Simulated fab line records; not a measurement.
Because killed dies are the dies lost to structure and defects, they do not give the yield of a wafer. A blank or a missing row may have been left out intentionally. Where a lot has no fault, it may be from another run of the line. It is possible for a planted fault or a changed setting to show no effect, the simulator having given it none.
Which tool was responsible? ; flow gf180mcu ; 72 wafers from 24 lots sampled at 3 of the route's 602 steps

WHAT EACH GAUGE READ, for each wafer
GF_V1_RS_MEAS_24: measures by four-point-probe. Usual: V1_W_RS 0.328 ohm/sq, standard deviation 0.0036.
lot;measured;on;V1_W_RS (ohm/sq);flag
L074;day 18 10:13;film metro-01;0.330 0.327 0.328;
L075;day 18 13:58;film metro-04;0.330 0.321 0.328;
L076;day 19 02:47;film metro-04;0.324 0.331 0.322;
L077;day 19 07:44;film metro-01;0.322 0.328 0.321;
L078;day 19 16:04;film metro-04;0.337 0.333 0.335;
L079;day 20 02:26;film metro-02;0.326 0.329 0.325;
L080;day 20 11:37;film metro-02;0.326 0.329 0.325;
L081;day 21 01:49;film metro-01;0.332 0.330 0.330;
L082;day 21 13:17;film metro-02;0.327 0.329 0.328;
L083;day 21 18:35;film metro-02;0.326 0.328 0.328;
L084;day 22 00:44;film metro-04;0.323 0.325 0.323;
L085;day 22 11:58;film metro-04;0.328 0.331 0.329;
L086;day 22 20:48;film metro-04;0.330 0.330 0.327;
L087;day 23 01:09;film metro-04;0.333 0.333 0.329;
L088;day 23 14:31;film metro-02;0.333 0.331 0.334;
L089;day 23 21:27;film metro-02;0.331 0.328 0.334;
L090;day 24 07:05;film metro-02;0.329 0.331 0.326;
L091;day 24 11:10;film metro-01;0.328 0.324 0.330;
L092;day 24 17:32;film metro-02;0.332 0.329 0.329;
L093;day 24 22:32;film metro-01;0.327 0.328 0.327;
L094;day 25 08:11;film metro-02;0.328 0.325 0.326;
L095;day 25 13:39;film metro-01;0.325 0.330 0.326;
L096;day 25 23:22;film metro-01;0.321 0.325 0.322;
L097;day 26 04:04;film metro-02;0.326 0.323 0.324;

GF_V2_OVL_MEAS_15. Usual: V2_OVL -2 nm, standard deviation 5.9.
lot;measured;on;V2_OVL (nm);flag
L074;day 20 13:02;overlay-02;-6 -4 0;
L075;day 20 16:31;overlay-02;0 -9 5;
L076;day 21 05:19;overlay-02;-3 3 -8;
L077;day 21 10:52;overlay-01;3 2 10;
L078;day 21 18:02;overlay-02;-2 -9 -6;
L079;day 22 04:31;overlay-01;5 4 4;
L080;day 22 14:23;overlay-01;0 5 -6;
L081;day 23 02:56;overlay-02;2 -7 1;
L082;day 23 14:40;overlay-02;1 -5 -3;
L083;day 23 17:47;overlay-02;-5 -2 -9;
L084;day 24 01:11;overlay-01;-3 -4 -9;
L085;day 24 11:58;overlay-01;2 3 -7;
L086;day 24 20:46;overlay-01;5 -5 7;
L087;day 25 00:10;overlay-02;-11 -9 -3;
L088;day 25 12:17;overlay-01;7 2 2;
L089;day 25 18:26;overlay-01;-15 -8 -6;
L090;day 26 04:14;overlay-01;5 -2 -2;
L091;day 26 07:05;overlay-01;4 12 4;
L092;day 26 14:35;overlay-01;10 5 -4;
L093;day 26 18:37;overlay-01;6 -3 5;
L094;day 27 03:46;overlay-01;-10 0 -4;
L095;day 27 09:49;overlay-01;2 -5 6;
L096;day 27 19:05;overlay-02;-16 -13 -12;
L097;day 27 22:25;overlay-01;-4 -7 -2;

WHICH TOOL RAN EACH LOT (tool, then ch and the chambers of the sampled wafers, then the start)
lot;GF_V1_CVD_23
L074;cvd w-02 ch 0,1, day 18 10:07
L075;cvd w-01 ch 0,1, day 18 13:51
L076;cvd w-01 ch 0,1, day 19 02:40
L077;cvd w-01 ch 0,1, day 19 07:37
L078;cvd w-02 ch 0,1, day 19 15:56
L079;cvd w-01 ch 0,1, day 20 02:20
L080;cvd w-02 ch 0,1, day 20 11:29
L081;cvd w-01 ch 0,1, day 21 01:41
L082;cvd w-01 ch 0,1, day 21 13:10
L083;cvd w-01 ch 0,1, day 21 18:27
L084;cvd w-01 ch 0,1, day 22 00:37
L085;cvd w-02 ch 0,1, day 22 11:51
L086;cvd w-02 ch 0,1, day 22 20:41
L087;cvd w-01 ch 0,1, day 23 01:02
L088;cvd w-02 ch 0,1, day 23 14:23
L089;cvd w-01 ch 0,1, day 23 21:20
L090;cvd w-01 ch 0, day 24 06:57
L091;cvd w-01 ch 0,1, day 24 11:04
L092;cvd w-01 ch 0,1, day 24 17:25
L093;cvd w-02 ch 0,1, day 24 22:25
L094;cvd w-02 ch 0,1, day 25 08:04
L095;cvd w-02 ch 0,1, day 25 13:32
L096;cvd w-01 ch 0,1, day 25 23:14
L097;cvd w-01 ch 0,1, day 26 03:58
- GF_V1_CVD_23: deposits W, target thk 350 nm, time 105.05 s.

WHAT THE TOOLS THEMSELVES READ (means of the sampled wafers that have a number; where no wafer has one, the mark that the record gives instead)
GF_V1_CVD_23. Usual: chamber pressure Torr 40.01 Torr, standard deviation 0.094; heater power w 867 W, standard deviation 120.
lot;tool;chamber pressure Torr (Torr);heater power w (W);flag
L074;cvd w-02;40.02;817;
L075;cvd w-01;39.98;818;
L076;cvd w-01;39.98;895;
L077;cvd w-01;40.02;820;
L078;cvd w-02;40.06;933;
L079;cvd w-01;40.05;835;
L080;cvd w-02;39.96;831;
L081;cvd w-01;39.92;889;
L082;cvd w-01;39.97;888;
L083;cvd w-01;39.99;822;
L084;cvd w-01;39.97;836;
L085;cvd w-02;40.09;829;
L086;cvd w-02;40.01;947;
L087;cvd w-01;40.08;825;
L088;cvd w-02;40.13;837;
L089;cvd w-01;40.00;829;
L090;cvd w-01;40.09;949;
L091;cvd w-01;39.94;888;
L092;cvd w-01;40.05;888;
L093;cvd w-02;40.00;826;
L094;cvd w-02;39.96;950;
L095;cvd w-02;40.01;952;
L096;cvd w-01;39.99;825;
L097;cvd w-01;40.11;901;

THE ANSWER, worked out from the rows above alone
Rule: a lot counts as off when the mean over its wafers that have a number is more than 3 standard deviations away from the usual mean. Also off: a lot with no number at a reading for which 4 or more lots have one. The other lots that the step has rows for count as sound. First the gauges in route order, then the tools' own readings, where a lot's mean is used as printed above. At the first step where some lot is off, the reading lying furthest off is the one used; lots without a number count as furthest.
No lot is off on any of the readings shown, so nothing can be concluded from this.

WHAT THE SIMULATOR PUT IN
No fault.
